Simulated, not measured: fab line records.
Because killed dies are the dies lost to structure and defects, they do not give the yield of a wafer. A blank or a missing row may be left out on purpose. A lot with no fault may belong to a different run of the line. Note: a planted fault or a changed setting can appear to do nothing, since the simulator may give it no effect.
fab line records	flow sky130
record lots=6	wafers=18	lastDay=50
route steps=708 shown VIA1@480 METAL2@483 PAD_OPEN@708
lots with no fault: from the same line, run without faults
startH: the number of hours between the record's first day and the start of the first shown wafer of the lot	waitH: hours elapsed since this lot's preceding step	" unchanged from the row above	L1.1+2: one row covering several wafers at once	- either no value or no given start	* or withheld: withheld	< > ~ a bound
route shown NAME@n: a module of which the file shows steps, and the number in the route of the first	usual: mean and standard deviation over wafers with no fault	same: alike in all rows	chamber/n: place in a boat	sites: the reading at each site	_std_site: the values' standard deviation	_edge_site: inner sites' mean taken away from outer sites' mean	radiusMm: for every site, how far away it sits from the centre of the wafer	mask NAME#n: copy n	behind: the tool/chamber that last shaped the wafer	hold: cause of the lot's hold/its duration in hours/its outcome	device: transistor that didn't switch, given as n, p or np	end of line: the same wafers' tests at the end of the route	a step with no rows: only its recipe	killed: not the wafer's yield, but the dies lost to structure and defects at the first sort	map: a wafer's dies, marking killed ones x, the rest . and places with no die _
set.NAME: the setting that was run; set.NAME@STEP: the one run at that earlier step	model.NAME: the simulator's own value behind a step, which no gauge read
a table for each step, a row for each wafer; lots at some steps of the route
services: from which hour (startH, from the record's first day; less than 0 if before it) a tool's chamber was out of use, for how many hours, and why
## steps
# step SKY_VIA1_RS_MEAS_22
# recipe thkMeasGauge=four-point-probe	reads=W_of_VIA1_CVD_21+TiN_of_VIA1_SPUTTER_20
# usual VIA1_W_RS=0.428/0.0053
lot.wafer	tool	chamber	startH	waitH	VIA1_W_RS[ohm/sq]
L224.2	filmMetro-03	-	897.81	0.1	0.430
L224.4	"	-	"	"	0.424
L224.6	"	-	"	"	0.428
L230.3	filmMetro-01	-	898.96	0.1	0.420
L230.5	"	-	"	"	0.428
L230.6	"	-	"	"	0.425
L233.1	filmMetro-01	-	918.22	0.1	0.435
L233.3	"	-	"	"	0.440
L233.6	"	-	"	"	0.440
L234.4	filmMetro-04	-	931.00	0.1	0.431
L234.5	"	-	"	"	0.433
L234.6	"	-	"	"	0.426
L236.2	filmMetro-01	-	937.82	0.1	0.431
L236.4	"	-	"	"	0.440
L236.6	"	-	"	"	0.436
L238.2	filmMetro-01	-	974.39	0.1	0.429
L238.5	"	-	"	"	0.433
L238.6	"	-	"	"	0.426
# step SKY_VIA1_THK_MEAS_23
# recipe thkMeasGauge=xrf	reads=W_of_VIA1_CVD_21
# usual VIA1_W_THK=266/3.5
lot.wafer	tool	chamber	startH	waitH	VIA1_W_THK[nm]
L224.2	filmMetro-03	-	897.92	0.1	265
L224.4	"	-	"	"	269
L224.6	"	-	"	"	265
L230.3	filmMetro-01	-	899.06	0.1	274
L230.5	"	-	"	"	267
L230.6	"	-	"	"	270
L233.1	filmMetro-01	-	918.34	0.1	264
L233.3	"	-	"	"	261
L233.6	"	-	"	"	261
L234.4	filmMetro-04	-	931.09	0.1	265
L234.5	"	-	"	"	265
L234.6	"	-	"	"	268
L236.2	filmMetro-01	-	937.93	0.1	266
L236.4	"	-	"	"	262
L236.6	"	-	"	"	264
L238.2	filmMetro-01	-	974.50	0.1	263
L238.5	"	-	"	"	262
L238.6	"	-	"	"	264
# step SKY_VIA1_CMP_24
# recipe stopOn=SiO2	tOverpolishS=15	downForcePsi=3.5	platenRpm=60	targetThkNm=0	padVelocityMS=0.94248
# step SKY_METAL2_SPUTTER_00
# recipe material=Ti	targetThkNm=15	powerW=3000	timeS=10	chamberPressurePa=0.4
# step SKY_METAL2_SPUTTER_01
# recipe material=TiN	targetThkNm=20	powerW=6500	timeS=16.7	chamberPressurePa=0.4
# usual throttleValvePct=30.1/1.1
lot.wafer	tool	chamber	startH	waitH	throttleValvePct
L224.2	pvdSputter-02	-	898.30	0.0	29.3
L224.4	"	-	"	"	28.0
L224.6	"	-	"	"	29.4
L230.3	pvdSputter-03	-	899.42	0.0	29.3
L230.5	"	-	"	"	29.1
L230.6	"	-	"	"	32.3
L233.1	pvdSputter-04	-	918.72	0.0	31.2
L233.3	"	-	"	"	30.0
L233.6	"	-	"	"	30.7
L234.4	pvdSputter-02	-	931.45	0.0	28.0
L234.5	"	-	"	"	28.3
L234.6	"	-	"	"	29.3
L236.2	pvdSputter-02	-	938.30	0.0	28.8
L236.4	"	-	"	"	28.4
L236.6	"	-	"	"	29.5
L238.2	pvdSputter-03	-	974.87	0.0	32.2
L238.5	"	-	"	"	31.2
L238.6	"	-	"	"	29.2
# step SKY_METAL2_SPUTTER_02
# recipe material=AlCu	targetThkNm=250	powerW=10600	timeS=13.67	chamberPressurePa=0.4
# step SKY_METAL2_SPUTTER_03
# recipe material=Ti	targetThkNm=5	powerW=3000	timeS=3.3	chamberPressurePa=0.4
# usual throttleValvePct=30.1/1
lot.wafer	tool	chamber	startH	waitH	throttleValvePct
L224.2	pvdSputter-02	-	898.35	0.0	29.4
L224.4	"	-	"	"	28.2
L224.6	"	-	"	"	29.4
L230.3	pvdSputter-03	-	899.47	0.0	29.2
L230.5	"	-	"	"	29.3
L230.6	"	-	"	"	32.0
L233.1	pvdSputter-04	-	918.77	0.0	31.6
L233.3	"	-	"	"	29.9
L233.6	"	-	"	"	31.0
L234.4	pvdSputter-02	-	931.50	0.0	28.3
L234.5	"	-	"	"	28.1
L234.6	"	-	"	"	29.4
L236.2	pvdSputter-02	-	938.35	0.0	28.4
L236.4	"	-	"	"	28.2
L236.6	"	-	"	"	29.4
L238.2	pvdSputter-03	-	974.92	0.0	31.9
L238.5	"	-	"	"	31.0
L238.6	"	-	"	"	29.0
# step SKY_METAL2_SPUTTER_04
# recipe material=TiN	targetThkNm=70	powerW=6500	timeS=58.3	chamberPressurePa=0.4
# usual throttleValvePct=30.1/1
lot.wafer	tool	chamber	startH	waitH	throttleValvePct
L224.2	pvdSputter-02	-	898.36	0.0	29.3
L224.4	"	-	"	"	28.0
L224.6	"	-	"	"	29.2
L230.3	pvdSputter-03	-	899.49	0.0	29.1
L230.5	"	-	"	"	29.4
L230.6	"	-	"	"	32.2
L233.1	pvdSputter-04	-	918.79	0.0	31.3
L233.3	"	-	"	"	30.2
L233.6	"	-	"	"	30.7
L234.4	pvdSputter-02	-	931.52	0.0	28.1
L234.5	"	-	"	"	28.5
L234.6	"	-	"	"	29.4
L236.2	pvdSputter-02	-	938.37	0.0	28.7
L236.4	"	-	"	"	28.2
L236.6	"	-	"	"	29.1
L238.2	pvdSputter-03	-	974.94	0.0	32.1
L238.5	"	-	"	"	30.9
L238.6	"	-	"	"	29.4
# step SKY_METAL2_RS_MEAS_05
# recipe thkMeasGauge=four-point-probe	reads=TiN_of_METAL2_SPUTTER_04+Ti_of_METAL2_SPUTTER_03+AlCu_of_METAL2_SPUTTER_02+TiN_of_METAL2_SPUTTER_01+Ti_of_METAL2_SPUTTER_00
# usual METAL2_ALCU_RS=0.1234/0.0015
lot.wafer	tool	chamber	startH	waitH	METAL2_ALCU_RS[ohm/sq]
L224.2	filmMetro-02	-	898.43	0.0	0.1228
L224.4	"	-	"	"	0.1244
L224.6	"	-	"	"	0.1232
L230.3	filmMetro-03	-	899.58	0.1	0.1232
L230.5	"	-	"	"	0.1233
L230.6	"	-	"	"	0.1210
L233.1	filmMetro-02	-	918.84	0.0	0.1236
L233.3	"	-	"	"	0.1233
L233.6	"	-	"	"	0.1246
L234.4	filmMetro-02	-	931.62	0.1	0.1268
L234.5	"	-	"	"	0.1260
L234.6	"	-	"	"	0.1252
L236.2	filmMetro-03	-	938.44	0.0	0.1262
L236.4	"	-	"	"	0.1263
L236.6	"	-	"	"	0.1232
L238.2	filmMetro-03	-	975.01	0.0	0.1223
L238.5	"	-	"	"	0.1208
L238.6	"	-	"	"	0.1233
# step SKY_METAL2_THK_MEAS_06
# recipe thkMeasGauge=xrf	reads=AlCu_of_METAL2_SPUTTER_02
# usual METAL2_ALCU_THK=254/3.1
lot.wafer	tool	chamber	startH	waitH	METAL2_ALCU_THK[nm]
L224.2	filmMetro-02	-	898.54	0.1	255
L224.4	"	-	"	"	250
L224.6	"	-	"	"	254
L230.3	filmMetro-03	-	899.68	0.1	253
L230.5	"	-	"	"	253
L230.6	"	-	"	"	260
L233.1	filmMetro-02	-	918.96	0.1	256
L233.3	"	-	"	"	256
L233.6	"	-	"	"	254
L234.4	filmMetro-02	-	931.71	0.1	250
L234.5	"	-	"	"	250
L234.6	"	-	"	"	252
L236.2	filmMetro-03	-	938.55	0.1	246
L236.4	"	-	"	"	250
L236.6	"	-	"	"	255
L238.2	filmMetro-03	-	975.12	0.1	259
L238.5	"	-	"	"	259
L238.6	"	-	"	"	257
# step SKY_METAL2_DEHYDRATE_07
# recipe tempC=200	timeS=60
# step SKY_METAL2_HMDS_08
# recipe primeTimeS=60	primeTempC=120
# step SKY_METAL2_COAT_09
# recipe resist=BARC	tempC=withheld	timeS=withheld	spinRpm=3000	resistThkNm=60
# usual spinSpeedRpm=2999.6/2.2
lot.wafer	tool	chamber	startH	waitH	spinSpeedRpm
L224.2	lithoTrack-04	0	910.64	0.1	3000.9
L224.4	"	0	"	"	2999.9
L224.6	"	0	"	"	3000.1
L230.3	lithoTrack-02	0	912.64	0.1	2998.3
L230.5	"	0	"	"	2998.2
L230.6	"	0	"	"	3002.3
L233.1	lithoTrack-02	0	930.44	0.1	2949.2
L233.3	"	0	"	"	2949.9
L233.6	"	0	"	"	2949.6
L234.4	lithoTrack-02	0	944.51	0.1	2948.0
L234.5	"	0	"	"	2946.8
L234.6	"	0	"	"	2947.0
L236.2	lithoTrack-01	0	950.33	0.1	3005.0
L236.4	"	0	"	"	3000.5
L236.6	"	0	"	"	3002.9
L238.2	lithoTrack-01	0	985.63	0.1	2999.0
L238.5	"	0	"	"	2999.8
L238.6	"	0	"	"	2996.6
# step SKY_METAL2_COAT_10
# recipe resist=KrF-thick	spinRpm=3000	resistThkNm=450
# step SKY_METAL2_SOFTBAKE_11
# recipe tempC=100	timeS=90	resist=KrF-thick
# step SKY_METAL2_EXPOSE_12
# recipe maskId=MM2	na=0.8	sourceShape=annular	sigmaInner=0.55	sigmaOuter=0.85	targetCdNm=140	doseMj=28
# step SKY_METAL2_PEB_13
# recipe pebTempC=withheld	pebTimeS=withheld	resist=KrF-thick
# step SKY_METAL2_DEVELOP_14
# recipe developTimeS=60	resist=KrF-thick	devTempC=21
# step SKY_METAL2_CD_MEAS_15
# recipe targetCdNm=140
# usual cdNm=139.9/1.4
lot.wafer	tool	chamber	startH	waitH	cdNm
L224.2	cdSem-02	-	924.01	-	139.3
L224.4	"	-	"	"	139.5
L224.6	"	-	"	"	139.6
L230.3	cdSem-01	-	925.34	-	139.3
L230.5	"	-	"	"	139.4
L230.6	"	-	"	"	139.6
L233.1	cdSem-02	-	943.54	-	141.5
L233.3	"	-	"	"	141.5
L233.6	"	-	"	"	138.8
L234.4	cdSem-01	-	955.92	-	141.4
L234.5	"	-	"	"	140.6
L234.6	"	-	"	"	140.9
L236.2	cdSem-02	-	961.62	-	142.2
L236.4	"	-	"	"	143.0
L236.6	"	-	"	"	143.5
L238.2	cdSem-01	-	998.18	-	139.5
L238.5	"	-	"	"	143.3
L238.6	"	-	"	"	139.8
# step SKY_METAL2_OVL_MEAS_16
# usual METAL2_OVL=1/5.2
lot.wafer	tool	chamber	startH	waitH	METAL2_OVL[nm]
L224.2	overlay-02	-	924.11	0.1	7
L224.4	"	-	"	"	6
L224.6	"	-	"	"	3
L230.3	overlay-01	-	925.44	0.1	-1
L230.5	"	-	"	"	0
L230.6	"	-	"	"	5
L233.1	overlay-01	-	943.66	0.1	-2
L233.3	"	-	"	"	-2
L233.6	"	-	"	"	7
L234.4	overlay-01	-	956.00	0.1	5
L234.5	"	-	"	"	-1
L234.6	"	-	"	"	8
L236.2	overlay-01	-	961.73	0.1	-1
L236.4	"	-	"	"	6
L236.6	"	-	"	"	10
L238.2	overlay-01	-	998.29	0.1	-1
L238.5	"	-	"	"	-4
L238.6	"	-	"	"	-2
# step SKY_METAL2_DESCUM_17
# recipe chemistry=O2	sourcePowerW=150	biasPowerW=0	pressureMtorr=10	tempC=40	timeS=8
# usual drypumpMotorCurrentA=5.9/0.73	oesProductAu=0.999/0.017
# same biasPowerW=0
lot.wafer	tool	chamber	startH	waitH	drypumpMotorCurrentA	oesProductAu	rfHoursCounterH
L224.2	rieMetal-01	0	924.14	0.0	6.8	0.996	7
L224.4	"	1	"	"	4.8	1.002	-
L224.6	"	1	"	"	4.7	0.990	-
L230.3	rieMetal-02	1	925.47	0.0	6.5	0.984	-
L230.5	"	1	"	"	6.5	0.983	-
L230.6	"	0	"	"	5.5	0.978	-
L233.1	rieMetal-01	1	943.69	0.0	4.7	0.983	13
L233.3	"	1	"	"	4.8	0.987	-
L233.6	"	1	"	"	4.8	0.989	-
L234.4	rieMetal-02	1	956.03	0.0	6.5	0.987	-
L234.5	"	0	"	"	5.5	0.985	-
L234.6	"	1	"	"	6.5	0.988	-
L236.2	rieMetal-02	1	961.76	0.0	6.5	0.993	17
L236.4	"	0	"	"	5.5	0.971	-
L236.6	"	0	"	"	5.5	0.966	-
L238.2	rieMetal-03	0	998.32	0.0	6.0	0.999	1
L238.5	"	0	"	"	6.0	1.001	-
L238.6	"	1	"	"	6.1	1.012	-
# step SKY_METAL2_ETCH_18
# recipe chemistry=N2/H2	target=BARC	ionEnergyEv=200	biasW=100	pressureMtorr=30	n2FlowSccm=100	h2FlowSccm=200	icpW=500	stopOn=SiO2	timeS=45.9	targetDepthA=600
# usual drypumpMotorCurrentA=5.9/0.74	n2FlowSccm=100.03/0.28	oesProductAu=0.855/0.0046	throttleValvePct=13.224/0.0083
lot.wafer	tool	chamber	startH	waitH	drypumpMotorCurrentA	n2FlowSccm	oesProductAu	rfHoursCounterH	throttleValvePct	model.etch.depthNm
L224.2	rieMetal-01	0	924.18	0.0	6.8	100.17	0.853	7	13.223	60.21
L224.4	"	1	"	"	4.7	99.76	0.856	-	13.240	60.13
L224.6	"	1	"	"	4.8	99.62	0.856	-	13.215	60.29
L230.3	rieMetal-02	1	925.51	0.0	6.5	99.97	0.849	-	13.218	60.22
L230.5	"	1	"	"	6.5	99.75	0.850	-	13.227	60.14
L230.6	"	0	"	"	5.5	99.96	0.860	-	13.215	60.12
L233.1	rieMetal-01	1	943.73	0.0	4.8	100.33	0.863	13	13.223	60.45
L233.3	"	1	"	"	4.8	100.41	0.857	-	13.220	60.46
L233.6	"	1	"	"	4.8	100.06	0.856	-	13.234	60.63
L234.4	rieMetal-02	1	956.09	0.0	6.5	99.77	0.858	-	13.216	60.61
L234.5	"	0	"	"	5.5	100.54	0.860	-	13.230	60.61
L234.6	"	1	"	"	6.5	100.02	0.858	-	13.229	60.56
L236.2	rieMetal-02	1	961.80	0.0	6.5	100.07	0.856	17	13.217	60.12
L236.4	"	0	"	"	5.5	99.99	0.854	-	13.228	60.2
L236.6	"	0	"	"	5.5	100.06	0.867	-	13.233	60.15
L238.2	rieMetal-03	0	998.35	0.0	6.0	100.01	0.847	1	13.224	59.9
L238.5	"	0	"	"	6.0	99.73	0.853	-	13.223	59.9
L238.6	"	1	"	"	6.1	99.93	0.865	-	13.234	60.07
# step SKY_METAL2_METAL_ETCH_19
# recipe targetDepthA=3600	stopOn=SiO2	overEtchFrac=0.3	timeS=78	chemistry=Cl2/BCl3	resistSidewallDeg=88	pressureMtorr=10	icpW=900	biasW=48.5	Cl2_flow_sccm=60	bcl3FlowSccm=30
# usual bcl3FlowSccm=30.01/0.086	drypumpMotorCurrentA=5.9/0.74	mfcCl2Sccm=59.98/0.17	oesProductAu=0.856/0.0084	throttleValvePct=22.264/0.0098
lot.wafer	tool	chamber	startH	waitH	bcl3FlowSccm	drypumpMotorCurrentA	mfcCl2Sccm	oesProductAu	rfHoursCounterH	throttleValvePct
L224.2	rieMetal-01	0	924.24	0.0	29.93	6.8	60.12	0.845	7	22.275
L224.4	"	1	"	"	29.99	4.8	59.85	0.868	-	22.264
L224.6	"	1	"	"	30.14	4.7	59.98	0.858	-	22.243
L230.3	rieMetal-02	1	925.59	0.1	30.03	6.5	59.76	0.877	-	22.262
L230.5	"	1	"	"	29.94	6.5	60.11	0.866	-	22.249
L230.6	"	0	"	"	29.96	5.5	59.96	0.858	-	22.233
L233.1	rieMetal-01	1	943.79	0.0	30.10	4.8	60.30	0.857	13	22.255
L233.3	"	1	"	"	29.95	4.8	60.06	0.863	-	22.289
L233.6	"	1	"	"	29.98	4.8	60.03	0.861	-	22.268
L234.4	rieMetal-02	1	956.19	0.1	30.03	6.5	59.71	0.854	-	22.262
L234.5	"	0	"	"	30.07	5.5	59.90	0.851	-	22.268
L234.6	"	1	"	"	30.03	6.5	60.02	0.854	-	22.262
L236.2	rieMetal-02	1	961.89	0.1	29.98	6.5	60.31	0.853	17	22.275
L236.4	"	0	"	"	30.03	5.5	59.90	0.850	-	22.284
L236.6	"	0	"	"	30.09	5.5	60.08	0.848	-	22.267
L238.2	rieMetal-03	0	998.41	0.0	29.93	6.0	60.08	0.849	1	22.259
L238.5	"	0	"	"	29.85	6.0	59.86	0.855	-	22.266
L238.6	"	1	"	"	30.06	6.0	59.49	0.857	-	22.270
# step SKY_PAD_OPEN_PROBE_99
# usual defectLimitedYield=82.5/2	killed_at_M0_to_M3=43/7.3	killed_at_M4_up=3.5/2.2	killedAtContacts=24/5.3	killedAtFrontEnd=15/4.2	killedAtOther=0.3/0.67	killedDies=86/9.8	killedOpen=47/7.2	killedShort=39/6.5	sort_bin_3_pad_short=0.9/0.42	sort_bin_5_function=10.4/1.5	sort_bin_6_memory=6.3/1.2	sortNPass=406/9.9	sortYieldPct=82.5/2
# same grossDies=492	killedAtBackSide=0	sort_bin_4_leakage[%]=0	sort_bin_8_speed[%]=0
lot.wafer	tool	chamber	startH	waitH	defectLimitedYield[%]	killed_at_M0_to_M3	killed_at_M4_up	killedAtContacts	killedAtFrontEnd	killedAtOther	killedDies	killedOpen	killedShort	sort_bin_3_pad_short[%]	sort_bin_5_function[%]	sort_bin_6_memory[%]	sortNPass	sortYieldPct[%]
L233.1	prober-01	-	1171.40	0.1	80.9	56	4	26	8	0	94	42	52	1.8	10.8	6.5	398	80.9
L233.3	prober-01	-	1171.50	0.2	83.7	35	2	30	12	1	80	44	36	1.0	11.0	4.3	412	83.7
L233.6	prober-01	-	1171.65	0.2	83.5	44	2	20	15	0	81	46	35	0.6	10.0	5.9	411	83.5
# killed by level:class
L233.1 VIA1:geometricParticle:open=8 VIA2:geometricParticle:open=7 METAL2:geometricParticle:short=7 CONTACT:geometricParticle:open=6 METAL1:geometricParticle:short=6 VIA1:geometricParticle:short=6 VIA3:geometricParticle:open=6 LI_CONTACT:geometricParticle:short=5
L233.3 VIA1:geometricParticle:open=10 CONTACT:geometricParticle:open=10 LI_CONTACT:geometricParticle:open=8 METAL2:geometricParticle:short=6 LOCAL_INTERCONNECT:geometricParticle:short=5 FIELD_ISO:geometricParticle:open=4 POLY_GATE:geometricParticle:short=4 VIA3:geometricParticle:short=4
L233.6 CONTACT:geometricParticle:open=9 LI_CONTACT:geometricParticle:open=7 VIA1:geometricParticle:open=7 VIA2:geometricParticle:open=6 METAL1:geometricParticle:short=6 POLY_GATE:geometricParticle:open=5 POLY_GATE:geometricParticle:short=5 VIA3:geometricParticle:open=5
## services
tool	chamber	startH	hours	kind
pvdSputter-03	-	884.65	4.8	repair
rieMetal-01	0	889.13	12.9	repair
rieMetal-02	-	895.75	28.1	pm
rieMetal-03	0	909.41	6.1	repair
rieMetal-01	-	909.82	2.8	pm
pvdSputter-04	2	930.16	-	consumableReplace:kit
pvdSputter-04	2	930.16	18.0	scheduledDown
pvdSputter-04	2	930.16	18.0	ventCycle
pvdSputter-04	-	933.35	0.9	repair
rieMetal-02	1	933.43	8.3	repair
pvdSputter-02	-	949.24	4.4	repair
pvdSputter-04	-	967.48	2.1	repair
rieMetal-01	-	968.94	0.5	repair
rieMetal-03	0	972.47	-	clean
rieMetal-03	0	972.47	17.3	scheduledDown
rieMetal-03	0	972.47	17.3	ventCycle
rieMetal-01	-	995.88	0.6	repair
## key
firstSign step=SKY_METAL2_COAT_09	reading=spinSpeedRpm	direction=down	sigmas=24	usual=2999.6	struck=2948.4
effect none on later readings
modelEffect step=SKY_METAL2_ETCH_18	value=etch.depthNm	without=60.05	struck=60.55
metAt SKY_METAL2_COAT_09
struckWafers L233.1,L233.3,L233.6,L234.4,L234.5,L234.6
onsetBetween 912.64 930.44
fault kind=processParameterDrift	tool=lithoTrack-02	chamber=-	onsetH=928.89	steps=SKY_METAL2_COAT_09	channel=spinRpm	offset=-49.676	shape=step	endH=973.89	actsIn=theseRecipesOnly	stated=3000
